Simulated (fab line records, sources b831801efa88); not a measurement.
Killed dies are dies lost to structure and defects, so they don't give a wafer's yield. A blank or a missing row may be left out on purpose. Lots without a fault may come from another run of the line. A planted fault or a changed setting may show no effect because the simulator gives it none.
One fault seen from 2 desks | flow sky130 | each desk has only its own numbers; what lay behind them comes last

THE METROLOGY DESK
What the gauges read, lot by lot, whatever tool the lot ran on: means of the sampled wafers that have a number. A lot is out of limits, marked OUT, if its mean lies more than 4 standard deviations from the usual mean; the brackets give that distance.
Columns: A = cd_nm at SKY_METAL1_CD_MEAS_15, usual 139.7 nm
lot  | first seen here | A
L790 | day 34 03:10    | 139.4
L791 | day 34 06:54    | 140.6
L792 | day 34 11:13    | 138.9
L793 | day 35 06:04    | 138.0
L795 | day 35 12:35    | 139.5
L796 | day 35 17:01    | 139.4
L797 | day 36 14:18    | 140.3
L798 | day 36 15:56    | 140.9
L799 | day 36 19:25    | 139.1
L805 | day 38 18:59    | 141.0
L809 | day 39 19:46    | 140.0
L810 | day 39 23:36    | 139.8
This desk's finding: nothing out of limits on any of the 12 lots.

THE TOOL OWNER'S DESK: rie_diel-03
The tool's own readings at SKY_VIA1_ETCH_15 (etches SiO2 in C4F8/O2/Ar, stops on TiN, target depth 351 nm, time 54 s): means of the sampled wafers that have a number, for each lot that ran on this tool. A lot is out of limits, marked OUT, if its mean lies more than 4 standard deviations from the usual mean; the brackets give that distance.
Columns: A = bias_w at SKY_VIA1_ETCH_15, usual 1200 W; B = oes_product_au at SKY_VIA1_ETCH_15, usual 0.980 a.u.; C = rf_fwd_power_W at SKY_VIA1_ETCH_15, usual 1487 W
lot  | first seen here | A              | B     | C
L790 | day 35 07:26    | 1201           | 0.978 | 1487
L797 | day 37 17:59    | 1199           | 0.979 | 1484
L799 | day 37 23:14    | 1200           | 0.978 | 1491
L805 | day 39 21:49    | 1147 (-15) OUT | 0.973 | 1491
This desk's finding: out of limits on L805; first on L805, day 39 21:49 (bias_w at SKY_VIA1_ETCH_15). In limits: L790, L797, L799.

PUT TOGETHER
The tool owner's desk could have raised an alarm at day 39 21:49, on L805.
The metrology desk saw nothing out of limits.
The metrology desk has L805 on record, within its limits.
Of the lots named, all ran SKY_VIA1_ETCH_15 on rie_diel-03.

WHAT THE SIMULATOR HAD PUT IN
Process parameter drift: rie_diel-03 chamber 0, from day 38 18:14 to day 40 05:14, at SKY_VIA1_ETCH_15. Setting bias_w, moved by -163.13, from 1200. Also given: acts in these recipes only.
Lots struck among those shown: L805.
Hours from the fault's start to each desk's first reading out of limits: the tool owner's desk, 28.
